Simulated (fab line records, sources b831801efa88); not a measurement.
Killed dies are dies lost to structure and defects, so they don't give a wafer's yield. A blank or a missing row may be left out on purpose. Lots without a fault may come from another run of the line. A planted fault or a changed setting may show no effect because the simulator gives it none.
fab line records | flow gf180mcu
record lots=14 wafers=39 last_day=33
route steps=602 shown VT_IMPLANT@132 NSD@245 V1@336 M2@363
lots that met no fault: from a run of the same line without faults
start_h: hours from the record's first day to the start of the lot's first wafer shown | wait_h: hours since the lot's step before | " the same as in the row above | L1.1+2: a row that stands for several wafers | - no value, or no start given | * or withheld: withheld | < > ~ a bound
route shown NAME@n: a module of which the file shows steps, and the number in the route of the first | usual: mean/standard deviation of fault-free wafers | same: alike in all rows | chamber/n: place in a boat | sites: the reading at each site | _std_site: their standard deviation | _edge_site: outer sites' mean less inner sites' | radius_mm: how far each site lies from the wafer's centre | mask NAME#n: copy n | behind: the tool/chamber that last shaped the wafer | hold: why the lot was held/for how many hours/how that ended | device: the transistor (n, p or np) that didn't switch | end of line: the same wafers' tests at the end of the route | a step without rows: its recipe alone | killed: dies lost to structure and defects at the first sort, not the wafer's yield | map: a wafer's dies, x killed, . not, _ none there
set.NAME: the setting as run; set.NAME@STEP: as run at that earlier step | model.NAME: the simulator's own value behind a step, which no gauge read
steps of the route over a sample of lots; a table a step, a row a wafer
services: from which hour (start_h, from the record's first day; less than 0 if before it) a tool's chamber was out of use, for how many hours, and why
## steps
# step GF_VT_IMPLANT_STRIP_42
# recipe chemistry=O2/N2 power_w=1400 pressure_mtorr=1500 platen_temp_c=250 o2_flow_sccm=3000 n2_flow_sccm=300 overash_fraction=0.5
# usual drypump_motor_current_A=5.7/0.42 heater_power_w=320/46 o2_flow_sccm=2999/8.4 oes_product_au=0.716/0.0043 strip_time_to_endpoint_s=12.64/0.036
# columns lot.wafer tool chamber start_h wait_h drypump_motor_current_A heater_power_w o2_flow_sccm oes_product_au rf_hours_counter_h strip_time_to_endpoint_s
L363.3 plasma_asher-02 0 155.18 0.1 5.9 299 2995 0.722 - 12.65
L363.4 " 1 " " 6.0 305 2987 0.721 - 12.62
L363.5 " 0 " " 5.9 299 2983 0.718 - 12.61
L364.3 plasma_asher-04 0 163.78 0.1 6.1 308 2998 0.714 - 12.64
L364.5 " 1 " " 4.8 299 3004 0.720 - 12.61
L364.6 " 0 " " 6.0 315 3008 0.716 - 12.60
L365.1 plasma_asher-04 0 165.94 0.1 6.0 316 2995 0.713 38 12.61
L365.2 " 1 " " 4.8 303 2989 0.722 38 12.61
L365.6 " 0 " " 6.0 303 2989 0.720 - 12.53
L366.1 plasma_asher-03 1 177.44 0.1 5.5 328 3004 0.713 55 12.62
L366.2 " 0 " " 5.7 431 3007 0.716 55 12.64
L366.6 " 0 " " 5.7 446 3003 0.714 - 12.65
L368.1 plasma_asher-02 1 196.59 0.1 6.0 297 3006 0.723 52 12.71
L368.5 " 0 " " 5.8 295 2992 0.711 - 12.66
L368.6 " 1 " " 6.0 283 2992 0.715 - 12.66
L367.1 plasma_asher-03 1 196.70 0.1 5.5 336 2999 0.712 57 12.57
L367.2 " 0 " " 5.8 440 3007 0.719 57 12.60
L367.5 " 1 " " 5.5 335 2997 0.713 - 12.63
L370.1 plasma_asher-02 0 211.54 0.1 5.9 293 2999 0.716 53 12.64
L370.4 " 1 " " 6.0 288 3009 0.713 - 12.64
L370.6 " 0 " " 5.9 294 2996 0.721 - 12.66
L372.1 plasma_asher-02 1 229.14 0.1 6.0 296 3005 0.715 55 12.64
L372.2 " 0 " " 5.9 296 3000 0.716 55 12.63
L372.3 " 0 " " 5.8 295 3002 0.717 - 12.68
L373.2 plasma_asher-02 1 233.00 0.1 6.0 299 2993 0.714 55 12.66
L373.4 " 0 " " 5.9 302 3009 0.715 - 12.68
L373.5 " 0 " " 5.9 289 2993 0.710 - 12.70
L374.2 plasma_asher-04 0 234.94 0.1 6.1 306 3013 0.713 45 12.61
L374.4 " 1 " " 4.8 298 3003 0.717 - 12.65
L374.5 " 1 " " 4.8 293 2996 0.711 - 12.61
L380.2 plasma_asher-03 0 272.09 0.1 5.7 432 2988 0.714 66 12.69
L380.4 " 0 " " 5.7 451 3010 0.719 - 12.66
L380.6 " 1 " " 5.5 335 2998 0.714 - 12.66
L381.3 plasma_asher-02 1 279.25 0.1 6.0 293 2993 0.718 - 12.68
L381.6 " 0 " " 5.9 298 3007 0.710 - 12.68
L382.4 plasma_asher-02 1 287.18 0.1 6.0 287 2989 0.714 - 12.70
L382.5 " 1 " " 6.0 298 2997 0.717 - 12.69
L383.3 plasma_asher-03 1 291.83 0.1 5.5 333 3002 0.717 - 12.68
L383.6 " 1 " " 5.5 333 2989 0.717 - 12.67
# step GF_NSD_IMPLANT_10
# recipe species=P energy_kev=40 dose_cm2=5e+14 tilt_deg=7
# usual beam_on_s=9.99/0.21 faraday_current_uA=2790/58
# columns lot.wafer tool chamber start_h wait_h beam_on_s faraday_current_uA
L363.3 implanter-02 0 292.26 0.1 10.26 2717
L363.4 " 0 " " 9.98 2798
L363.5 " 0 " " 10.01 2785
L364.3 implanter-02 0 306.07 0.1 10.07 2768
L364.5 " 0 " " 9.99 2791
L364.6 " 0 " " 9.96 2806
L365.1 implanter-03 0 308.66 0.1 10.09 2749
L365.2 " 0 " " 9.96 2801
L365.6 " 0 " " 9.69 2875
L366.1 implanter-03 0 325.62 0.1 10.03 2783
L366.2 " 0 " " 9.54 2920
L366.6 " 0 " " 9.90 2807
L368.1 implanter-02 0 345.51 0.1 10.12 2753
L368.5 " 0 " " 10.26 2727
L368.6 " 0 " " 9.69 2878
L367.1 implanter-02 0 348.16 0.1 9.71 2852
L367.2 " 0 " " 9.92 2814
L367.5 " 0 " " 9.85 2816
L370.1 implanter-02 0 363.21 0.1 9.91 2824
L370.4 " 0 " " 9.95 2800
L370.6 " 0 " " 9.71 2876
L372.1 implanter-02 0 391.06 0.1 10.10 2759
L372.2 " 0 " " 10.34 2691
L372.3 " 0 " " 9.75 2855
L373.2 implanter-01 0 391.29 0.1 9.92 2810
L373.4 " 0 " " 9.95 2805
L373.5 " 0 " " 10.42 2675
L374.2 implanter-02 0 396.68 0.1 10.41 2672
L374.4 " 0 " " 10.20 2719
L374.5 " 0 " " 10.18 2733
L380.2 implanter-01 0 438.94 0.1 9.83 2826
L380.4 " 0 " " 10.02 2782
L380.6 " 0 " " 9.97 2788
L381.3 implanter-01 0 449.86 0.1 7.91 3516
L381.6 " 0 " " 9.86 2811
L382.4 implanter-01 0 455.29 0.1 7.84 3539
L382.5 " 0 " " 10.09 2754
L383.3 implanter-01 0 458.91 0.1 8.02 3473
L383.6 " 0 " " 9.84 2822
# step GF_PSD_RS_MEAS_14
# recipe thk_meas_gauge=four-point-probe
# usual NSD_RS=46.14/0.077
# columns lot.wafer tool chamber start_h wait_h NSD_RS[ohm/sq]
L363.3 film_metro-01 - 312.84 0.1 46.10
L363.4 " - " " 46.24
L363.5 " - " " 46.18
L364.3 film_metro-02 - 327.40 0.1 46.18
L364.5 " - " " 46.10
L364.6 " - " " 46.19
L365.1 film_metro-01 - 329.82 0.1 46.09
L365.2 " - " " 46.16
L365.6 " - " " 46.11
L366.1 film_metro-01 - 348.09 0.1 46.11
L366.2 " - " " 46.28
L366.6 " - " " 46.19
L368.1 film_metro-01 - 368.45 0.1 46.09
L368.5 " - " " 46.19
L368.6 " - " " 46.12
L367.1 film_metro-02 - 370.95 0.1 46.07
L367.2 " - " " 46.11
L367.5 " - " " 46.04
L370.1 film_metro-04 - 386.60 0.2 46.14
L370.4 " - " " 46.27
L370.6 " - " " 46.14
L372.1 film_metro-04 - 415.01 0.1 46.02
L372.2 " - " " 46.21
L372.3 " - " " 46.10
L373.2 film_metro-04 - 415.33 0.1 46.09
L373.4 " - " " 46.18
L373.5 " - " " 46.19
L374.2 film_metro-04 - 429.92 0.1 46.23
L374.4 " - " " 46.21
L374.5 " - " " 46.22
L380.2 film_metro-04 - 463.73 0.1 46.18
L380.4 " - " " 46.09
L380.6 " - " " 46.31
L381.3 film_metro-04 - 475.18 0.1 47.07
L381.6 " - " " 46.07
L382.4 film_metro-01 - 479.80 0.1 47.41
L382.5 " - " " 46.01
L383.3 film_metro-02 - 483.90 0.1 47.25
L383.6 " - " " 46.11
# step GF_V1_THK_MEAS_01
# recipe reads=SiO2_of_V1_CVD_00
# usual V1_CVD_00_THK=598/6.3
# columns lot.wafer tool chamber start_h wait_h V1_CVD_00_THK[nm]
L363.3 film_metro-02 - 382.03 0.1 601
L363.4 " - " " 597
L363.5 " - " " 606
L364.3 film_metro-03 - 398.95 0.1 594
L364.5 " - " " 602
L364.6 " - " " 586
L365.1 film_metro-01 - 400.75 0.0 606
L365.2 " - " " 599
L365.6 " - " " 609
L366.1 film_metro-02 - 419.84 0.0 607
L366.2 " - " " 600
L366.6 " - " " 608
L368.1 film_metro-01 - 440.70 0.0 601
L368.5 " - " " 601
L368.6 " - " " 607
L367.1 film_metro-01 - 441.98 0.0 596
L367.2 " - " " 600
L367.5 " - " " 599
L370.1 film_metro-01 - 458.34 0.0 600
L370.4 " - " " 596
L370.6 " - " " 597
L372.1 film_metro-01 - 490.59 0.0 599
L372.2 " - " " 600
L372.3 " - " " 605
L373.2 film_metro-02 - 491.79 0.0 593
L373.4 " - " " 593
L373.5 " - " " 588
L374.2 film_metro-02 - 506.83 0.0 599
L374.4 " - " " 606
L374.5 " - " " 597
L380.2 film_metro-03 - 538.17 0.0 594
L380.4 " - " " 600
L380.6 " - " " 599
L381.3 film_metro-02 - 549.56 0.1 600
L381.6 " - " " 592
L382.4 film_metro-03 - 553.32 0.0 611
L382.5 " - " " 604
L383.3 film_metro-01 - 557.60 0.1 587
L383.6 " - " " 588
# step GF_M2_SPUTTER_01
# recipe material=TiN target_thk_nm=30 power_w=6500 time_s=25 chamber_pressure_pa=0.4
# usual throttle_valve_pct=30.3/1.2
# columns lot.wafer tool chamber start_h wait_h throttle_valve_pct
L363.3 pvd_sputter-02 - 406.00 0.1 31.1
L363.4 " - " " 31.7
L363.5 " - " " 28.9
L364.3 pvd_sputter-04 - 422.76 0.1 29.5
L364.5 " - " " 31.7
L364.6 " - " " 28.0
L365.1 pvd_sputter-04 - 426.32 0.1 31.5
L365.2 " - " " 29.6
L365.6 " - " " 29.7
L366.1 pvd_sputter-03 - 445.36 0.1 30.1
L366.2 " - " " 30.1
L366.6 " - " " 30.3
L368.1 pvd_sputter-03 - 467.27 0.1 30.2
L368.5 " - " " 31.2
L368.6 " - " " 30.3
L367.1 pvd_sputter-03 - 469.02 0.1 30.3
L367.2 " - " " 30.2
L367.5 " - " " 30.1
L370.1 pvd_sputter-04 - 484.57 0.1 30.9
L370.4 " - " " 31.5
L370.6 " - " " 30.8
L372.1 pvd_sputter-03 - 516.11 0.1 30.9
L372.2 " - " " 30.3
L372.3 " - " " 30.2
L373.2 pvd_sputter-02 - 517.60 0.1 31.8
L373.4 " - " " 30.9
L373.5 " - " " 30.8
L374.2 pvd_sputter-04 - 532.24 0.1 31.3
L374.4 " - " " 27.9
L374.5 " - " " 31.1
L380.2 pvd_sputter-03 - 563.29 0.1 31.2
L380.4 " - " " 29.9
L380.6 " - " " 30.4
L381.3 pvd_sputter-02 - 574.25 0.1 30.9
L381.6 " - " " 31.9
L382.4 pvd_sputter-03 - 578.05 0.1 30.1
L382.5 " - " " 31.1
L383.3 pvd_sputter-04 - 581.16 0.1 27.8
L383.6 " - " " 31.1
## services
# columns tool chamber start_h hours kind
plasma_asher-02 - 166.53 14.6 pm
implanter-01 - 191.75 1.0 repair
plasma_asher-02 - 238.69 0.7 repair
implanter-02 - 242.65 5.6 pm
implanter-01 - 254.56 3.8 repair
pvd_sputter-03 - 267.94 26.3 repair
pvd_sputter-04 - 281.53 9.4 repair
implanter-01 - 286.73 3.3 repair
pvd_sputter-03 - 287.64 4.2 repair
pvd_sputter-04 - 312.58 9.9 repair
implanter-01 - 331.36 2.5 pm
pvd_sputter-03 - 353.79 3.5 repair
pvd_sputter-03 - 365.13 2.0 repair
pvd_sputter-03 - 373.10 3.0 repair
pvd_sputter-03 - 377.45 2.6 repair
pvd_sputter-04 - 383.96 4.0 repair
implanter-02 - 401.72 153.2 pm
plasma_asher-02 - 416.48 2.8 pm
pvd_sputter-04 - 435.44 0.9 repair
pvd_sputter-04 - 455.80 3.9 repair
implanter-02 - 556.06 4.9 repair
implanter-02 - 560.94 3.6 repair
implanter-02 - 564.35 1.8 repair
pvd_sputter-03 - 566.69 3.4 repair
## key
first_sign step=GF_NSD_IMPLANT_10 reading=faraday_current_uA direction=up sigmas=12 usual=2790 struck=3509
effect step=GF_NSD_IMPLANT_10 reading=beam_on_s direction=down sigmas=9.8 usual=9.99 struck=7.92
effect step=GF_PSD_RS_MEAS_14 reading=NSD_RS direction=up sigmas=14 usual=46.14 struck=47.24
met_at GF_NSD_IMPLANT_10
struck_lots L381,L382,L383
struck_wafers L381.3,L382.4,L383.3
tester_left_out L381,L382,L383
not_acting_at GF_VT_IMPLANT_STRIP_42,GF_V1_THK_MEAS_01,GF_M2_SPUTTER_01
onset_between 438.94 449.86
fault kind=process_parameter_drift tool=implanter-01 chamber=- onset_h=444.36 steps=GF_NSD_IMPLANT_10 channel=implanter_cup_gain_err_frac offset=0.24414 shape=step end_h=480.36 scope=struck_wafers_only
# tester_left_out: of these lots the tester's yield and bins aren't shown, on N5 and GAA mostly nor the transistor test; their killed dies are dies lost to structure and defects alone, not to doping, threshold or leakage, so they don't give the yield
